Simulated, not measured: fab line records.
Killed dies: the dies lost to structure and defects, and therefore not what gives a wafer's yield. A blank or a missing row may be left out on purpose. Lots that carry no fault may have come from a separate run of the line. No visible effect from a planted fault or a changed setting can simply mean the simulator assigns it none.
Which tool is to blame?	flow sky130	21 wafers from 7 lots sampled at 2 of the route's 708 steps

WHAT THE GAUGES READ, wafer by wafer
SKY_VT_ADJUST_LVTN_OVL_MEAS_07.
lot	measured	on	VT_ADJUST_LVTN_OVL (nm)
L436	day 7 12:28	overlay-01	-1.6 -2.1 -0.9
L445	day 10 04:16	overlay-02	-2.4 -0.9 -0.2
L447	day 10 15:03	overlay-01	-1.3 -2.5 -4.0
L449	day 11 15:58	overlay-02	-0.1 -0.5 0.2
L451	day 12 01:25	overlay-01	0.0 -1.7 -1.8
L453	day 12 09:10	overlay-01	-0.6 -0.3 0.9
L456	day 13 06:23	overlay-02	-1.1 -2.1 -0.5

WHICH TOOL RAN EACH LOT (tool, then ch and the chambers of the sampled wafers, then the start)
lot	SKY_VT_ADJUST_HVTP_DEVELOP_06
L436	lithoTrack-03 ch 0, day 6 17:07
L445	lithoTrack-03, day 9 05:40
L447	lithoTrack-01 ch 0, day 9 16:39
L449	lithoTrack-03 ch 0, day 10 16:22
L451	lithoTrack-02 ch 0, day 11 01:33
L453	lithoTrack-02 ch 0, day 11 09:07
L456	lithoTrack-01 ch 0, day 12 06:05
- SKY_VT_ADJUST_HVTP_DEVELOP_06: develop time 60 s.

THE ANSWER, worked out from the rows above alone
Rule: what is usual is taken from the lots themselves. Put in order of their means at a reading, lots are off if they are a third of the lots or fewer, leave a main group of 4 or more, and stand apart from it by a gap of 3 or more times the standard deviation of the main group's means; of several such gaps the widest counts. If all means in a main group match to the digits the tables above print for the reading, that group is not used. A lot without any number at a reading at which 4 lots or more have one is off too. Where the step has rows for the other lots, those lots are counted as sound.
Across all readings shown, no lot is off: no conclusion can be drawn from this.

WHAT THE SIMULATOR HAD INSERTED
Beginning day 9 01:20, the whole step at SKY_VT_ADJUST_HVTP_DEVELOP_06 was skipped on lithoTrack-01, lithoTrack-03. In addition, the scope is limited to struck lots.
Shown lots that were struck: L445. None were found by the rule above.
